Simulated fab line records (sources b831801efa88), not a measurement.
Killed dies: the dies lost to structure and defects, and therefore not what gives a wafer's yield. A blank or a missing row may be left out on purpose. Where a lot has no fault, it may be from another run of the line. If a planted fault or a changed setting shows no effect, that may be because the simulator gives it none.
Struck lot and sound lot, side by side	flow gf180mcu	14 out of 602 route steps
Sound: the wafers L737.2, L737.4, L737.5. Wafers struck: L736.2, L736.4, L736.6. The cause is given at the end.
For every step that has rows: the tool of each side, followed by ch and its chambers, followed by its first start. Under that, the readings that differ: sound wafers	struck wafers	difference of the means	sigmas: that difference in standard deviations of wafers without a fault.
alike: words and numbers the same on both sides, and readings whose means are apart by under 2 such deviations; not compared: readings that were withheld, readings missing a value for some wafer, numbers with overlapping values and no deviation given by the record, and bounds like >300 which may hide the same value.
A row with sigmas, a row that says differs or no value, or rows on one side alone: a step with any of these is where the two part. Non-overlapping numbers with no deviation appear without sigmas and do not part them. Lack of a reading on every wafer of one side parts them only where that side has two or more wafers.

GF_V5_THK_MEAS_01:
  sound on filmMetro-01, day 31 04:34; struck on filmMetro-03, day 30 23:10
  alike: V5_CVD_00_THK
GF_V5_CVD_02: deposits SiO2 from TEOS, target thk 1450 nm, time 163.28 s.
  sound on pecvd-03 ch 0,1,2, day 31 04:37; struck on pecvd-01 ch 0,2, day 30 23:13
  alike: heaterPowerOuterW, heaterPowerW
GF_V5_THK_MEAS_03:
  sound on filmMetro-04, day 31 04:44; struck on filmMetro-04, day 30 23:20
  alike: V5_CVD_02_THK
GF_V5_CMP_04: polishes SiO2.
  sound on cmp-01 ch 1,3, day 31 04:50; struck on cmp-01 ch 0,2,3, day 30 23:29
  alike: motorCurrentA
GF_V5_BOW_MEAS_05:
  sound on filmMetro-01, day 31 05:06; struck on filmMetro-01, day 30 23:42
  alike: V5_BOW
then, 7 steps without rows for these wafers: GF_V5_DEHYDRATE_06 (time 60 s); GF_V5_HMDS_07 (prime time 60 s); GF_V5_COAT_08; GF_V5_COAT_09 (resist thk 1000 nm); GF_V5_SOFTBAKE_10 (time 60 s); GF_V5_EXPOSE_11 (exposes mask Via5, target cd 260 nm); GF_V5_PEB_12 (peb time 90 s).
GF_V5_DEVELOP_13: develop time 60 s.
  struck on lithoTrack-02, day 31 17:12; sound on lithoTrack-01 ch 0, day 31 22:51
  no value came back on the struck wafers for chillPlateTempC (C), developTimeS (s); on the sound wafers chillPlateTempC (C) reads 22.82 22.94 22.93
reading	sound	struck	difference	sigmas
model.KrF_of_V5_COAT_09.thkNm (nm)	979.7 983.7 979.5	1002 1000 1004	+21	
GF_V5_CD_MEAS_14 targets a cd of 260 nm.
  sound on cdSem-01, day 31 22:59; struck on cdSem-01, day 31 17:21
reading	sound	struck	difference	sigmas
cdNm (nm)	262.6 261.0 261.7	- - -	no value on the struck wafers	

## WHERE THEY PART
Last at GF_V5_CD_MEAS_14 as far as this record goes, first at GF_V5_DEVELOP_13.

WHY: what had been put in by the simulator
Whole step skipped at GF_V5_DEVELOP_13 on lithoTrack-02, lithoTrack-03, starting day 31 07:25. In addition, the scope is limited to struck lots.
